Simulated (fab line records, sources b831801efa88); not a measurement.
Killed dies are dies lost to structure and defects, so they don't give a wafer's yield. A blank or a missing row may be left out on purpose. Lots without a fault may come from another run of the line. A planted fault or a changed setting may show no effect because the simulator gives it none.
Split-lot experiment | flow sfq_line | 5 lots, 23 wafers read, on a route of 325 steps

THE SPLIT
At SFQ_TRILAYER_L0_LITHO_PEB_008 (peb time 60 s), the setting peb_temp_c was moved away from the recipe's 115 C on 11 of the 23 wafers read, by -1.2% to +2.9%. The other wafers ran this setting at the recipe's value.

FROM THE SPLIT TO THE READING: what the file shows between them, 1 step
- SFQ_TRILAYER_L0_LITHO_DEVELOP_007: time 60 s

THE READING
L0.cd_nm (the simulator's own value, which no gauge read), in nm, at SFQ_TRILAYER_L0_BARC_OPEN_METAL_ETCH_010 (etches BARC in O2, target depth 125 nm, time 41.7 s). The file gives no usual value for it. The 12 wafers here that ran the recipe average 2001 nm, standard deviation 1.3 nm.

wafer  | tool, chamber at the split | peb_temp_c as run, C | against the recipe | L0.cd_nm, nm | against lot-mates on the recipe
L075.2 | litho_track-02, 0          | 115                  | recipe             | 2000         | -
L075.6 | litho_track-02, 0          | 115                  | recipe             | 2000         | -
L075.3 | litho_track-02, 0          | 113.6                | -1.2%              | 2027         | +27
L075.4 | litho_track-02, 0          | 113.6                | -1.2%              | 2027         | +27
L075.5 | litho_track-02, 0          | 115                  | recipe             | 1999         | -
L076.1 | litho_track-02, 0          | 118.3                | +2.9%              | 1947         | -56
L076.2 | litho_track-02, 0          | 115                  | recipe             | 2003         | -
L076.5 | litho_track-02, 0          | 115                  | recipe             | 2003         | -
L076.3 | litho_track-02, 0          | 118.3                | +2.9%              | 1950         | -53
L076.4 | litho_track-02, 0          | 118.3                | +2.9%              | 1948         | -55
L080.1 | litho_track-04, 0          | 117.1                | +1.8%              | 1963         | -36
L080.2 | litho_track-04, 0          | 115                  | recipe             | 1999         | -
L080.3 | litho_track-04, 0          | 117.1                | +1.8%              | 1964         | -36
L080.5 | litho_track-04, 0          | 117.1                | +1.8%              | 1964         | -36
L080.4 | litho_track-04, 0          | 115                  | recipe             | 2000         | -
L082.1 | litho_track-04, 0          | 115                  | recipe             | 2002         | -
L082.3 | litho_track-04, 0          | 117.2                | +1.9%              | 1962         | -39
L082.4 | litho_track-04, 0          | 117.2                | +1.9%              | 1963         | -38
L082.5 | litho_track-04, 0          | 115                  | recipe             | 2000         | -
L082.6 | litho_track-04, 0          | 117.2                | +1.9%              | 1965         | -36
L085.1 | litho_track-03, 0          | 115                  | recipe             | 2000         | -
L085.2 | litho_track-03, 0          | 115                  | recipe             | 2001         | -
L085.6 | litho_track-03, 0          | 115                  | recipe             | 2001         | -

THE FIT
A straight line over all 23 wafers: L0.cd_nm changes by -19.3 nm for each +1% of peb_temp_c; r = -1.00; the points scatter about the line by 2 nm.
The same after taking each lot's own level away (the mean of its wafers on the recipe; 23 wafers): -19.7 nm for each +1%; r = -1.00; scatter 1.4 nm.
On that fit, the largest move of peb_temp_c shifts the reading by 57 nm.
The lots' own levels span 1999.5 to 2003.0 nm, that is 2.7 times the standard deviation above.
So the lot-to-lot level changes the slope little: the two slopes agree.
Check: with one of the wafers moved furthest among these (+2.9%) left out of the fit, the line predicts -56 nm for it against its lot-mates. It came out at -56 nm against them.

OTHER SPLITS ON THESE WAFERS
These wafers also went through other splits before the reading. Each is held against what the fit with the lots' levels taken away leaves over:
other split on the same wafers          | wafers away from the commonest value | r with L0.cd_nm (lot level and that fit taken away)
SFQ_TRILAYER_L0_LITHO_COAT_010 spin_rpm | 4                                    | +0.03

THE FILE'S OWN FIT
L0.cd_nm changes by -19.5 nm for each +1% of peb_temp_c, r = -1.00.
